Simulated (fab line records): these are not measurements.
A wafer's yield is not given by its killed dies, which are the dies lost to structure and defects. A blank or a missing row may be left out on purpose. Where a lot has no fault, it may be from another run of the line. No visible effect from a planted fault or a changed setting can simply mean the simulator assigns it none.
fab line records	flow sky130
record: lots: 12	wafers: 36	lastDay: 50
route steps=708 shown NWELL@34 DNWELL@43 VT_ADJUST_LVTN@105 PAD_OPEN@708
lots that met no fault: taken from a fault-free run of the same line
startH: hours from the record's first day to the start of the lot's first wafer shown	waitH: hours from the lot's prior step to this one	" same as the row above	L1.1+2: a single row standing in for several wafers	- value missing, or start not given	* or withheld: withheld	< > ~ a bound
route shown NAME@n: a module of which the file shows steps, and the number in the route of the first	usual: average and standard deviation across the fault-free wafers	same: alike in all rows	chamber/n: place in a boat	sites: the reading at each site	_std_site: how widely they spread, as a standard deviation	_edge_site: outer sites' mean less inner sites'	radiusMm: for every site, how far away it sits from the centre of the wafer	mask NAME#n: copy n	behind: the most recent tool/chamber to have shaped the wafer	hold: why the lot was held/for how many hours/how that ended	device: whichever transistor did not switch (one of n, p or np)	end of line: the route-end tests of the same wafers	step lacking rows: just its recipe	killed: at the first sort, the dies lost to defects and structure; wafer yield is something else	map: per-die view of a wafer (x killed, . not killed, _ where there is no die)
set.NAME: setting as actually run; set.NAME@STEP: the setting as run at that earlier step	model.NAME: the simulator's own value behind a step, which no gauge read
one table for each step of the route and one row for each wafer, over a sample of lots
services: the hour from which a tool's chamber was out of use, counted from the record's first day as startH (under 0 if before that day), plus the number of hours and why
== steps ==
step: SKY_NWELL_THK_MEAS_02
recipe: reads: SiO2_of_NWELL_OXIDATION_01
usual: NWELL_OXIDATION_THK: 10.10/0.21
lot.wafer	tool	chamber	startH	waitH	NWELL_OXIDATION_THK[nm]
L164.2	filmMetro-04	-	44.95	0.0	10.07
L164.4	"	-	"	"	10.01
L164.5	"	-	"	"	10.00
L169.1	filmMetro-03	-	89.84	0.0	9.98
L169.4	"	-	"	"	9.95
L169.6	"	-	"	"	10.01
L170.2	filmMetro-03	-	89.91	0.1	10.40
L170.3	"	-	"	"	10.50
L170.5	"	-	"	"	10.41
L173.1	filmMetro-01	-	94.09	0.0	10.11
L173.3	"	-	"	"	9.97
L173.4	"	-	"	"	9.98
L174.4	filmMetro-03	-	97.93	0.0	9.82
L174.5	"	-	"	"	9.83
L174.6	"	-	"	"	9.77
L175.1	filmMetro-01	-	110.25	0.0	10.20
L175.2	"	-	"	"	10.27
L175.3	"	-	"	"	9.89
L176.2	filmMetro-04	-	110.26	0.0	10.17
L176.3	"	-	"	"	10.14
L176.5	"	-	"	"	10.21
L183.1	filmMetro-03	-	147.66	0.0	9.71
L183.3	"	-	"	"	9.81
L183.5	"	-	"	"	9.80
L182.2	filmMetro-04	-	147.67	0.0	9.82
L182.4	"	-	"	"	9.87
L182.6	"	-	"	"	9.69
L184.3	filmMetro-03	-	151.51	0.0	9.82
L184.4	"	-	"	"	9.79
L184.5	"	-	"	"	9.72
L185.2	filmMetro-01	-	152.89	0.0	9.92
L185.4	"	-	"	"	9.84
L185.5	"	-	"	"	9.98
L186.1	filmMetro-01	-	160.60	0.0	10.13
L186.3	"	-	"	"	10.11
L186.6	"	-	"	"	10.37
step: SKY_DNWELL_STRIP_08
recipe: chemistry: O2/N2	powerW: 1400	pressureMtorr: 1500	platenTempC: withheld	o2FlowSccm: 3000	n2FlowSccm: 300	overashFraction: 0.5
usual: chamberPressureMTorr: 1500.0/1.4	drypumpMotorCurrentA: 5.6/0.46	oesProductAu: 0.723/0.0044	stripTimeToEndpointS: 37.37/0.11
lot.wafer	tool	chamber	startH	waitH	chamberPressureMTorr	drypumpMotorCurrentA	oesProductAu	rfHoursCounterH	stripTimeToEndpointS
L164.2	plasmaAsher-03	0	59.16	0.1	1502.3	5.8	0.721	39	37.52
L164.4	"	1	"	"	1499.3	6.2	0.721	-	37.39
L164.5	"	0	"	"	1500.7	5.8	0.723	-	37.44
L169.1	plasmaAsher-01	0	106.89	0.1	1499.8	5.3	0.721	40	37.26
L169.4	"	0	"	"	1498.2	5.3	0.724	-	37.31
L169.6	"	0	"	"	1500.1	5.3	0.725	-	37.11
L170.2	plasmaAsher-02	0	107.49	0.1	1499.6	6.1	0.720	30	37.33
L170.3	"	1	"	"	1497.6	4.8	0.725	-	37.18
L170.5	"	0	"	"	1498.5	6.1	0.722	-	37.33
L173.1	plasmaAsher-02	0	111.19	0.1	1499.7	6.1	0.723	30	37.54
L173.3	"	1	"	"	1501.5	4.8	0.716	-	37.56
L173.4	"	0	"	"	1501.2	6.1	0.727	-	37.45
L174.4	plasmaAsher-02	1	116.09	0.1	1500.6	4.8	0.727	-	37.55
L174.5	"	1	"	"	1501.5	4.7	0.722	-	37.42
L174.6	"	0	"	"	1499.4	6.1	0.716	-	37.53
L175.1	plasmaAsher-03	0	127.51	0.1	1498.5	5.8	0.733	46	37.28
L175.2	"	1	"	"	1498.7	6.2	0.724	46	37.17
L175.3	"	0	"	"	1497.4	5.8	0.723	-	37.19
L176.2	plasmaAsher-02	0	127.54	0.1	1500.1	6.0	0.724	32	37.42
L176.3	"	0	"	"	1499.5	6.1	0.720	-	37.44
L176.5	"	1	"	"	1500.5	4.8	0.721	-	37.41
L182.2	plasmaAsher-03	1	166.59	0.1	1498.2	6.2	0.732	50	37.31
L182.4	"	1	"	"	1500.9	6.2	0.721	-	37.40
L182.6	"	1	"	"	1500.2	6.2	0.726	-	37.39
L183.1	plasmaAsher-01	1	166.86	0.1	1501.8	5.5	0.714	47	37.49
L183.3	"	1	"	"	1498.7	5.5	0.721	-	37.51
L183.5	"	1	"	"	1499.3	5.5	0.720	-	37.35
L184.3	plasmaAsher-03	0	171.69	0.1	1499.4	5.8	0.719	-	37.29
L184.4	"	1	"	"	1498.7	6.2	0.729	-	37.33
L184.5	"	1	"	"	1503.0	6.2	0.720	-	37.24
L185.2	plasmaAsher-01	0	173.14	0.1	1497.6	5.2	0.722	47	37.45
L185.4	"	0	"	"	1501.1	5.2	0.728	-	37.42
L185.5	"	0	"	"	1499.3	5.2	0.721	-	37.37
L186.1	plasmaAsher-02	0	180.76	0.1	1499.5	6.1	0.722	37	37.42
L186.3	"	1	"	"	1503.6	4.8	0.726	-	37.46
L186.6	"	1	"	"	1497.9	4.8	0.720	-	37.43
step: SKY_VT_ADJUST_LVTN_IMPLANT_08
recipe: species: B	energyKev: 30	doseCm2: 1.57e+12	tiltDeg: withheld
usual: doseIonsCm2: 1.5696e+12/1.3e+09	faradayCurrentUA: 8.87/0.17
lot.wafer	tool	chamber	startH	waitH	doseIonsCm2	faradayCurrentUA
L164.2	implanter-04	0	141.07	0.0	1.5701e+12	8.71
L164.4	"	0	"	"	1.5695e+12	8.80
L164.5	"	0	"	"	1.5697e+12	8.68
L169.1	implanter-03	0	205.28	0.0	1.5717e+12	9.00
L169.4	"	0	"	"	1.5703e+12	9.06
L169.6	"	0	"	"	1.5719e+12	8.74
L170.2	implanter-02	0	206.32	0.0	1.5695e+12	9.29
L170.3	"	0	"	"	1.5699e+12	8.71
L170.5	"	0	"	"	1.5682e+12	8.97
L173.1	implanter-03	0	209.09	0.0	1.5699e+12	8.97
L173.3	"	0	"	"	1.5684e+12	8.78
L173.4	"	0	"	"	1.5685e+12	9.19
L174.4	implanter-03	0	215.32	0.1	1.5689e+12	8.53
L174.5	"	0	"	"	1.5689e+12	8.95
L174.6	"	0	"	"	1.5683e+12	8.89
L175.1	implanter-03	0	229.74	0.0	1.5705e+12	8.76
L175.2	"	0	"	"	1.5713e+12	8.96
L175.3	"	0	"	"	1.5695e+12	8.84
L176.2	implanter-04	0	230.95	0.0	1.5684e+12	8.89
L176.3	"	0	"	"	1.5689e+12	8.99
L176.5	"	0	"	"	1.5691e+12	9.17
L182.2	implanter-03	0	278.95	0.0	1.569e+12	8.93
L182.4	"	0	"	"	1.5692e+12	8.86
L182.6	"	0	"	"	1.5696e+12	8.99
L183.1	implanter-03	0	279.27	0.0	1.5683e+12	8.69
L183.3	"	0	"	"	1.5703e+12	8.79
L183.5	"	0	"	"	1.5707e+12	8.81
L184.3	implanter-03	0	284.83	0.1	1.1066e+12	6.14
L184.4	"	0	"	"	1.1017e+12	6.13
L184.5	"	0	"	"	1.1066e+12	6.17
L185.2	implanter-03	0	287.97	0.0	1.1051e+12	6.02
L185.4	"	0	"	"	1.1036e+12	6.24
L185.5	"	0	"	"	1.105e+12	6.40
L186.1	implanter-04	0	294.82	0.0	1.5686e+12	8.68
L186.3	"	0	"	"	1.5675e+12	8.54
L186.6	"	0	"	"	1.5712e+12	8.84
step: SKY_VT_ADJUST_LVTN_TW_MEAS_10
usual: VT_ADJUST_LVTN_TW: 241.6/1.1
lot.wafer	tool	chamber	startH	waitH	hold	VT_ADJUST_LVTN_TW
L164.2	filmMetro-02	-	141.30	0.1	-	243.0
L164.4	"	-	"	"	-	242.3
L164.5	"	-	"	"	-	242.0
L169.1	filmMetro-04	-	205.53	0.1	-	242.5
L169.4	"	-	"	"	-	241.3
L169.6	"	-	"	"	-	241.5
L170.2	filmMetro-04	-	206.55	0.1	-	242.0
L170.3	"	-	"	"	-	241.2
L170.5	"	-	"	"	-	241.9
L173.1	filmMetro-01	-	209.34	0.1	-	241.1
L173.3	"	-	"	"	-	241.2
L173.4	"	-	"	"	-	242.0
L174.4	filmMetro-02	-	215.52	0.1	-	242.6
L174.5	"	-	"	"	-	243.0
L174.6	"	-	"	"	-	241.6
L175.1	filmMetro-04	-	229.99	0.1	-	241.8
L175.2	"	-	"	"	-	242.2
L175.3	"	-	"	"	-	242.5
L176.2	filmMetro-01	-	231.18	0.1	-	240.0
L176.3	"	-	"	"	-	240.4
L176.5	"	-	"	"	-	241.4
L182.2	filmMetro-02	-	279.18	0.1	-	241.7
L182.4	"	-	"	"	-	241.0
L182.6	"	-	"	"	-	241.3
L183.1	filmMetro-02	-	279.52	0.1	-	241.2
L183.3	"	-	"	"	-	241.4
L183.5	"	-	"	"	-	243.0
L184.3	filmMetro-01	-	285.05	0.1	awaitDispo/0.2h/release	216.3
L184.4	"	-	"	"	awaitDispo/0.2h/release	215.9
L184.5	"	-	"	"	awaitDispo/0.2h/release	216.8
L184.3	filmMetro-01	-	285.27	0.2	-	217.2
L184.4	"	-	"	"	-	217.9
L184.5	"	-	"	"	-	216.3
L185.2	filmMetro-01	-	288.20	0.1	awaitDispo/0.2h/release	218.3
L185.4	"	-	"	"	awaitDispo/0.2h/release	217.7
L185.5	"	-	"	"	awaitDispo/0.2h/release	218.5
L185.2	filmMetro-01	-	288.43	0.2	-	218.6
L185.4	"	-	"	"	-	219.3
L185.5	"	-	"	"	-	218.9
L186.1	filmMetro-01	-	295.07	0.1	-	241.9
L186.3	"	-	"	"	-	241.9
L186.6	"	-	"	"	-	242.1
step: SKY_VT_ADJUST_LVTN_TW_MEAS_21
usual: VT_ADJUST_LVTN_2_TW: 188.3/0.92
lot.wafer	tool	chamber	startH	waitH	VT_ADJUST_LVTN_2_TW
L164.2	filmMetro-01	-	161.10	0.1	187.7
L164.4	"	-	"	"	187.6
L164.5	"	-	"	"	189.0
L169.1	filmMetro-02	-	228.44	0.1	187.7
L169.4	"	-	"	"	186.5
L169.6	"	-	"	"	187.7
L170.2	filmMetro-02	-	229.05	0.1	187.5
L170.3	"	-	"	"	186.9
L170.5	"	-	"	"	187.2
L173.1	filmMetro-01	-	231.33	0.1	188.9
L173.3	"	-	"	"	187.2
L173.4	"	-	"	"	187.3
L174.4	filmMetro-04	-	237.55	0.1	188.1
L174.5	"	-	"	"	189.1
L174.6	"	-	"	"	188.1
L175.1	filmMetro-04	-	252.49	0.1	186.9
L175.2	"	-	"	"	187.3
L175.3	"	-	"	"	187.6
L176.2	filmMetro-01	-	253.09	0.1	189.5
L176.3	"	-	"	"	189.4
L176.5	"	-	"	"	190.0
L182.2	filmMetro-01	-	304.50	0.1	189.9
L182.4	"	-	"	"	188.2
L182.6	"	-	"	"	187.7
L183.1	filmMetro-02	-	305.07	0.1	189.0
L183.3	"	-	"	"	188.9
L183.5	"	-	"	"	189.0
L184.3	filmMetro-01	-	311.65	0.1	188.0
L184.4	"	-	"	"	187.7
L184.5	"	-	"	"	187.7
L185.2	filmMetro-02	-	314.05	0.1	188.8
L185.4	"	-	"	"	188.0
L185.5	"	-	"	"	188.7
L186.1	filmMetro-02	-	321.48	0.1	188.0
L186.3	"	-	"	"	188.6
L186.6	"	-	"	"	188.3
step: SKY_PAD_OPEN_PROBE_99
usual: killed_at_M0_to_M3: 42/6.4	killed_at_M4_up: 2.9/1.7	killedAtContacts: 25/5.2	killedAtFrontEnd: 16/4.4	killedAtOther: 0.4/0.65	killedDies: 86/9.2	killedOnRim: 17/3.9	killedOpen: 47/6.6	killedShort: 39/5.8
same: grossDies: 492	killedAtBackSide: 0
lot.wafer	tool	chamber	startH	waitH	killed_at_M0_to_M3	killed_at_M4_up	killedAtContacts	killedAtFrontEnd	killedAtOther	killedDies	killedOnRim	killedOpen	killedShort
L174.4	prober-02	-	1142.59	0.2	38	3	25	12	1	79	16	43	36
L174.5	prober-02	-	1142.64	0.2	43	4	18	13	1	79	15	46	33
L174.6	prober-02	-	1142.69	0.2	49	1	28	7	2	87	15	53	34
L182.2	prober-01	-	1187.02	0.1	40	1	31	15	0	87	18	52	35
L182.4	prober-01	-	1187.12	0.2	47	5	21	13	0	86	14	44	42
L182.6	prober-01	-	1187.22	0.2	32	1	31	17	0	81	14	45	35
L185.2	prober-01	-	1195.91	0.1	49	2	20	19	0	90	14	43	46
L185.4	prober-01	-	1196.01	0.2	36	4	31	15	0	86	15	50	34
L185.5	prober-01	-	1196.06	0.2	24	3	25	19	2	73	13	44	29
killed by level:class
L174.4 CONTACT:geometricParticle:open=10 VIA1:geometricParticle:open=8 VIA3:geometricParticle:open=7 METAL1:geometricParticle:short=6 METAL2:geometricParticle:short=6 POLY_GATE:geometricParticle:open=5 LOCAL_INTERCONNECT:geometricParticle:short=5 LI_CONTACT:geometricParticle:open=4
L174.5 VIA1:geometricParticle:open=11 VIA3:geometricParticle:open=8 CONTACT:geometricParticle:open=7 LI_CONTACT:geometricParticle:open=6 FIELD_ISO:geometricParticle:short=5 VIA1:geometricParticle:short=5 METAL1:geometricParticle:short=5 FIELD_ISO:geometricParticle:open=4
L174.6 VIA1:geometricParticle:open=10 CONTACT:geometricParticle:open=9 LI_CONTACT:geometricParticle:open=8 VIA2:geometricParticle:open=8 VIA3:geometricParticle:open=8 METAL2:geometricParticle:short=5 METAL1:geometricParticle:short=4 VIA2:geometricParticle:short=4
L182.2 CONTACT:geometricParticle:open=16 VIA1:geometricParticle:short=8 VIA1:geometricParticle:open=7 LI_CONTACT:geometricParticle:open=6 VIA2:geometricParticle:open=6 CONTACT:geometricParticle:short=5 VIA3:geometricParticle:open=4 POLY_GATE:geometricParticle:short=4
L182.4 VIA2:geometricParticle:open=10 VIA1:geometricParticle:open=8 VIA1:geometricParticle:short=7 CONTACT:geometricParticle:open=6 METAL1:geometricParticle:short=6 POLY_GATE:geometricParticle:short=5 LI_CONTACT:geometricParticle:open=5 METAL4:geometricParticle:short=5
L182.6 CONTACT:geometricParticle:open=12 LI_CONTACT:geometricParticle:open=8 VIA1:geometricParticle:open=7 FIELD_ISO:geometricParticle:short=6 CONTACT:geometricParticle:short=6 METAL1:geometricParticle:short=5 METAL2:geometricParticle:short=4 VIA3:geometricParticle:open=4
L185.2 VIA1:geometricParticle:open=9 VIA2:geometricParticle:open=9 POLY_GATE:geometricParticle:short=7 CONTACT:geometricParticle:open=7 VIA1:geometricParticle:short=6 METAL3:geometricParticle:short=6 VIA3:geometricParticle:open=6 VIA2:geometricParticle:short=5
L185.4 VIA1:geometricParticle:open=12 CONTACT:geometricParticle:open=11 LI_CONTACT:geometricParticle:open=10 VIA3:geometricParticle:open=6 CONTACT:geometricParticle:short=5 POLY_GATE:geometricParticle:short=4 LOCAL_INTERCONNECT:geometricParticle:short=4 METAL2:geometricParticle:short=4
L185.5 CONTACT:geometricParticle:open=11 LI_CONTACT:geometricParticle:open=9 METAL2:geometricParticle:short=8 POLY_GATE:geometricParticle:open=7 VIA1:geometricParticle:open=4 FIELD_ISO:geometricParticle:short=3 SPACER:geometricParticle:open=3 METAL4:geometricParticle:short=3
== services ==
tool	chamber	startH	hours	kind
plasmaAsher-02	-	35.30	1.7	repair
implanter-03	-	44.24	3.6	repair
implanter-04	-	60.35	11.0	pm
implanter-04	-	112.16	2.6	repair
implanter-02	-	127.71	1.4	repair
implanter-03	-	135.41	2.0	repair
implanter-04	-	147.05	4.2	pm
implanter-04	-	163.44	9.1	repair
implanter-04	-	187.40	4.2	pm
implanter-03	-	220.61	4.3	pm
plasmaAsher-03	-	235.53	15.6	pm
implanter-02	-	250.43	6.7	pm
implanter-02	-	258.09	78.3	pm
plasmaAsher-01	-	258.44	1.0	repair
implanter-04	-	278.84	1.3	repair
plasmaAsher-03	-	288.07	14.6	pm
== key ==
firstSign: step: SKY_VT_ADJUST_LVTN_IMPLANT_08	reading: doseIonsCm2	direction: down	sigmas: 99+	usual: *	struck: *
effect: step: SKY_VT_ADJUST_LVTN_IMPLANT_08	reading: faradayCurrentUA	direction: down	sigmas: 16	usual: 8.87	struck: 6.18
effect: step: SKY_VT_ADJUST_LVTN_TW_MEAS_10	reading: visit	direction: added
effect: step: SKY_VT_ADJUST_LVTN_TW_MEAS_10	reading: VT_ADJUST_LVTN_TW	direction: down	sigmas: 23	usual: 241.6	struck: 217.3
metAt SKY_VT_ADJUST_LVTN_IMPLANT_08
struckLots L184,L185
testerLeftOut L184,L185
notActingAt SKY_NWELL_THK_MEAS_02,SKY_DNWELL_STRIP_08,SKY_VT_ADJUST_LVTN_TW_MEAS_21
onsetBetween 279.27 284.83
fault: kind: processParameterDrift	tool: implanter-03	chamber: -	onsetH: 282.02	steps: SKY_VT_ADJUST_LVTN_IMPLANT_08	channel: doseCm2	offset: *	shape: step	endH: 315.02	actsIn: *	stated: *
testerLeftOut: of these lots the tester's yield and bins aren't shown, on N5 and GAA mostly nor the transistor test; their killed dies are dies lost to structure and defects alone, not to doping, threshold or leakage, so they don't give the yield
